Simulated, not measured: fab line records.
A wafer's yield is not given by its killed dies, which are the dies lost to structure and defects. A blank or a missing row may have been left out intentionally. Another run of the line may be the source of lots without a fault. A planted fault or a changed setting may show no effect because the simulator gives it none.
Struck lot and sound lot, side by side | flow sfq-line | 24 steps out of a route of 325
Sound: the wafers L302.1, L302.4, L302.5. Struck: wafer L313.5 (left out: L313.1, L313.4 of the same lot, which were not struck); the cause appears at the end.
For every step that has rows: the tool of each side, followed by ch and its chambers, followed by its first start. Under that, the readings that differ: sound wafers | struck wafers | difference of the means | sigmas: that difference in standard deviations of wafers without a fault.
alike: readings whose means differ by less than 2 such deviations, and words and numbers that are the same on both sides. not compared: withheld readings, readings that some wafer has no value for, bounds like >300 that may hide the same value, and numbers for which the record gives no deviation and whose values overlap.
A row with sigmas, a row that says differs or no value, or rows on one side alone: a step with any of these is where the two part. When numbers do not overlap yet have no deviation, they are printed without sigmas and do not part them. Lack of a reading on every wafer of one side parts them only where that side has two or more wafers.

first, 6 steps without rows for these wafers: SFQ_TRILAYER_I0_VIA_LITHO_COAT_036 (resist thk 62 nm); SFQ_TRILAYER_I0_VIA_LITHO_COAT_031 (resist thk 650 nm); SFQ_TRILAYER_I0_VIA_LITHO_SOFTBAKE_035; SFQ_TRILAYER_I0_VIA_LITHO_EXPOSE_032 (exposes mask I0, target cd 500 nm); SFQ_TRILAYER_I0_VIA_LITHO_PEB_034 (peb time 60 s); SFQ_TRILAYER_I0_VIA_LITHO_DEVELOP_033 (time 60 s).
SFQ_I0_OVL_MEAS_908:
  sound: overlay-01 at day 10 15:30; struck: overlay-02 at day 14 10:41
  alike: I0_OVL
SFQ_TRILAYER_I0_VIA_BARC_OPEN_VIA_ETCH_046: etches BARC in O2, target depth 125 nm, time 41.7 s.
  sound on rie-diel-03 ch 1,2,3, day 10 15:32; struck on rie-diel-03 ch 3, day 14 10:43
  alike: drypump-motor-current-A, oes-product-au
  not compared: rf-hours-counter-h
SFQ_TRILAYER_I0_VIA_ETCH_VIA_ETCH_034: etches SiO2 in CHF3, stops on Nb, target depth 260 nm.
  sound on rie-diel-03 ch 1,2,3, day 10 15:34; struck on rie-diel-03 ch 3, day 14 10:46
  alike: drypump-motor-current-A, oes-product-au
SFQ_TRILAYER_I0_VIA_STRIP_STRIP_035: strips in O2.
  sound on rie-metal-03 ch 0,1, day 10 15:41; struck on rie-metal-04 ch 1, day 14 10:52
  alike: drypump-motor-current-A, oes-product-au
  not compared: rf-hours-counter-h
then, 2 steps without rows for these wafers: SFQ_TRILAYER_I0_VIA_STRIP_SOLV_CLEAN_036 (cleans in NMP, time 600 s); SFQ_TRILAYER_M1_DEP_PRE_CLEAN_038 (time 22.5 s).
SFQ_TRILAYER_M1_DEP_SPUTTER_037: material Nb, target thk 200 nm, time 133.3 s.
  sound: pvd-sputter-03 at day 10 16:29; struck: pvd-sputter-03 at day 14 11:40
  alike: chamber-pressure-pa, throttle-valve-pct
SFQ_M1_RS_MEAS_909: measures by four-point-probe.
  sound: film-metro-03 at day 10 16:35; struck: film-metro-03 at day 14 11:46
  reading           | sound             | struck | difference | sigmas
  M1_NB_RS (ohm/sq) | 0.912 0.897 0.893 | 1.034  | +0.133     | +8
then, 6 steps without rows for these wafers: SFQ_TRILAYER_M1_LITHO_COAT_044 (resist thk 62 nm); SFQ_TRILAYER_M1_LITHO_COAT_039 (resist thk 600 nm); SFQ_TRILAYER_M1_LITHO_SOFTBAKE_043; SFQ_TRILAYER_M1_LITHO_EXPOSE_040 (exposes mask M1, target cd 500 nm); SFQ_TRILAYER_M1_LITHO_PEB_042 (peb time 60 s); SFQ_TRILAYER_M1_LITHO_DEVELOP_041 (time 60 s).
-- the record jumps here: 3 days lie between the struck wafers' starts before and after --
SFQ_M1_OVL_MEAS_911:
  sound: overlay-02 at day 13 02:17; struck: overlay-02 at day 17 06:32
  alike: M1_OVL
SFQ_TRILAYER_M1_BARC_OPEN_METAL_ETCH_054: etches BARC in O2, target depth 125 nm, time 41.7 s.
  sound on rie-metal-01 ch 0,1, day 13 02:19; struck on rie-metal-01 ch 1, day 17 06:34
  alike: drypump-motor-current-A, oes-product-au
  not compared: rf-hours-counter-h
SFQ_TRILAYER_M1_ETCH_METAL_ETCH_042: etches Nb in Cl2/Ar, stops on SiO2, target depth 240 nm, time 120 s.
  sound on rie-metal-01 ch 0,1, day 13 02:23; struck on rie-metal-01 ch 1, day 17 06:38
  reading               | sound             | struck | difference | sigmas
  oes-product-au (a.u.) | 0.878 0.890 0.889 | 0.833  | -0.053     | -5
  alike: drypump-motor-current-A
  not compared: rf-hours-counter-h
SFQ_TRILAYER_M1_STRIP_STRIP_043: strips in O2.
  sound on rie-metal-01 ch 0,1, day 13 02:30; struck on rie-metal-01 ch 1, day 17 06:45
  alike: drypump-motor-current-A, oes-product-au
  not compared: rf-hours-counter-h

## WHERE THEY PART
At SFQ_M1_RS_MEAS_909 first; at SFQ_TRILAYER_M1_ETCH_METAL_ETCH_042 last (within this record only). Later steps at which nothing parts them and some readings are alike: SFQ_TRILAYER_M1_STRIP_STRIP_043.

WHY: what the simulator had put in
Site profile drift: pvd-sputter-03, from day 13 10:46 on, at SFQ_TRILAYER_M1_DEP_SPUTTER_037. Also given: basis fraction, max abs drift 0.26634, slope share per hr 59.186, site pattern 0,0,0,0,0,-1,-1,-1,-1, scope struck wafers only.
